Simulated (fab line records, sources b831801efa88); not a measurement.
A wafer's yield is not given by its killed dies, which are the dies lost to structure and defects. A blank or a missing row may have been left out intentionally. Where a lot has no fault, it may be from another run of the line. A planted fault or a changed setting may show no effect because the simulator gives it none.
A lot that was struck, set against a sound lot    flow sky130    43 steps out of a route of 708
Sound: wafers L136.2, L136.5, L136.6. The struck wafers were L153.2, L153.3, L153.4. The cause is given at the end.
Per side, at each step with rows, come the tool, then ch with its chambers, and then its first start. Under that, the readings that differ: sound wafers    struck wafers    difference of the means    sigmas: that difference in standard deviations of wafers without a fault.
alike: a reading whose means differ by less than 2 such deviations, as well as words and numbers matching on both sides. not compared: withheld readings; readings where some wafer has no value; bounds like >300 that might hide an equal value; numbers whose values overlap and for which the record gives no deviation.
The two part at a step that has a row with sigmas, a row that says differs or no value, or rows on one side only. Numbers that don't overlap but have no deviation are shown without sigmas and don't part them. Lack of a reading on every wafer of one side parts them only where that side has two or more wafers.

first, 1 step without rows for these wafers: SKY_POLY_GATE_CVD_03 (deposits Si3N4 from DCS/NH3, target thk 75 nm, time 1290 s).
SKY_POLY_GATE_THK_MEAS_04:
  sound: film-metro-01 at day 16 02:31; struck: film-metro-03 at day 22 03:03
  alike: POLY_GATE_CVD_03_THK
then, 8 steps without rows for these wafers: SKY_POLY_GATE_DEHYDRATE_05 (time 60 s); SKY_POLY_GATE_HMDS_06 (prime time 60 s); SKY_POLY_GATE_COAT_07 (resist thk 110 nm); SKY_POLY_GATE_COAT_08 (resist thk 450 nm); SKY_POLY_GATE_SOFTBAKE_09 (time 90 s); SKY_POLY_GATE_EXPOSE_10 (exposes mask P1M, target cd 150 nm); SKY_POLY_GATE_PEB_11; SKY_POLY_GATE_DEVELOP_12 (develop time 60 s).
SKY_POLY_GATE_CD_MEAS_13 targets a cd of 150 nm.
  sound: cd-sem-02 at day 17 05:39; struck: cd-sem-02 at day 23 09:57
reading     sound              struck             difference  sigmas
cd-nm (nm)  151.6 152.4 151.0  148.6 149.5 146.8  -3.4        -2
SKY_POLY_GATE_OVL_MEAS_14:
  sound: overlay-01 at day 17 05:45; struck: overlay-01 at day 23 10:03
  alike: POLY_GATE_OVL
SKY_POLY_GATE_ETCH_15: etches BARC in N2/H2, stops on SiO2, time 118.5 s, target depth 110 nm.
  sound on rie-diel-03 ch 1,2, day 17 05:47; struck on rie-diel-01 ch 0,2,3, day 23 10:05
  alike: drypump-motor-current-A, n2-flow-sccm, oes-product-au, rf-fwd-power-W, throttle-valve-pct
  not compared: rf-hours-counter-h
SKY_POLY_GATE_ETCH_16: etches Si3N4 in CH3F/O2, stops on poly-Si, time 147.5 s, target depth 75 nm.
  sound on rie-diel-03 ch 1,2, day 17 05:52; struck on rie-diel-01 ch 0,2,3, day 23 10:10
  alike: drypump-motor-current-A, oes-product-au, rf-fwd-power-W, throttle-valve-pct
  not compared: rf-hours-counter-h
SKY_POLY_GATE_ETCH_17: etches poly-Si in HBr/Cl2, stops on SiO2, target depth 180 nm, time 70.5 s.
  sound on rie-si-02 ch 0,1,3, day 17 05:58; struck on rie-si-02 ch 2,3, day 23 10:16
  alike: drypump-motor-current-A, oes-product-au, rf-fwd-power-W, throttle-valve-pct
  not compared: rf-hours-counter-h
SKY_POLY_GATE_STRIP_18: strips in O2/N2.
  sound on plasma-asher-02 ch 0,1, day 17 06:01; struck on plasma-asher-01 ch 0,1, day 23 10:19
  alike: drypump-motor-current-A, n2-flow-sccm, oes-product-au, strip-time-to-endpoint-s
  not compared: rf-hours-counter-h
then, 2 steps without rows for these wafers: SKY_POLY_GATE_CLEAN_19 (cleans in SC1/SC2, time 150 s); SKY_POLY_GATE_OXIDATION_20 (stabilise 600 s, purge 300 s, target thk 4 nm).
SKY_POLY_GATE_THK_MEAS_21:
  sound: film-metro-03 at day 17 10:13; struck: film-metro-01 at day 23 11:44
  alike: POLY_GATE_OXIDATION_THK
SKY_POLY_GATE_CD_MEAS_22:
  sound: cd-sem-02 at day 17 10:18; struck: cd-sem-01 at day 23 11:49
reading     sound              struck             difference  sigmas
cd-nm (nm)  151.9 153.7 150.9  149.5 147.6 146.1  -4.4        -2
then, 7 steps without rows for these wafers: SKY_LDD_N_DEHYDRATE_00 (time 60 s); SKY_LDD_N_HMDS_01 (prime time 60 s); SKY_LDD_N_COAT_02 (resist thk 300 nm); SKY_LDD_N_SOFTBAKE_03 (time 60 s); SKY_LDD_N_EXPOSE_04 (exposes mask NTM, target cd 840 nm); SKY_LDD_N_PEB_05; SKY_LDD_N_DEVELOP_06 (develop time 60 s).
SKY_LDD_N_OVL_MEAS_07:
  sound: overlay-02 at day 18 15:37; struck: overlay-01 at day 24 17:48
  alike: LDD_N_OVL
then, 8 steps without rows for these wafers: SKY_LDD_N_IMPLANT_08; SKY_LDD_N_IMPLANT_09; SKY_LDD_N_IMPLANT_10; SKY_LDD_N_IMPLANT_11; SKY_LDD_N_IMPLANT_12; SKY_LDD_N_IMPLANT_13; SKY_LDD_N_IMPLANT_14; SKY_LDD_N_IMPLANT_15.
SKY_LDD_N_STRIP_16: strips in O2/N2.
  sound on plasma-asher-03 ch 0,1, day 18 16:50; struck on plasma-asher-04 ch 0,1, day 24 19:02
  alike: drypump-motor-current-A, n2-flow-sccm, oes-product-au, strip-time-to-endpoint-s
  not compared: rf-hours-counter-h
SKY_LDD_N_TW_MEAS_17:
  sound: film-metro-03 at day 18 16:57; struck: film-metro-03 at day 24 19:08
  alike: LDD_N_TW
then, 4 steps without rows for these wafers: SKY_LDD_P_DEHYDRATE_00 (time 60 s); SKY_LDD_P_HMDS_01 (prime time 60 s); SKY_LDD_P_COAT_02 (resist thk 1140 nm); SKY_LDD_P_SOFTBAKE_03 (time 60 s).
-- here the record skips 25 days between the struck wafers' starts before and after, leaving off in module LDD_P and picking up in module PAD_OPEN (first step shown: number 708 of the route) --
SKY_PAD_OPEN_PROBE_99:
  record: rows for the struck wafers here (prober-01, day 50 05:46), none for the sound ones

WHERE THEY PART
Last at SKY_PAD_OPEN_PROBE_99 as far as this record goes, first at SKY_POLY_GATE_CD_MEAS_13.

WHY: whatever the simulator had introduced
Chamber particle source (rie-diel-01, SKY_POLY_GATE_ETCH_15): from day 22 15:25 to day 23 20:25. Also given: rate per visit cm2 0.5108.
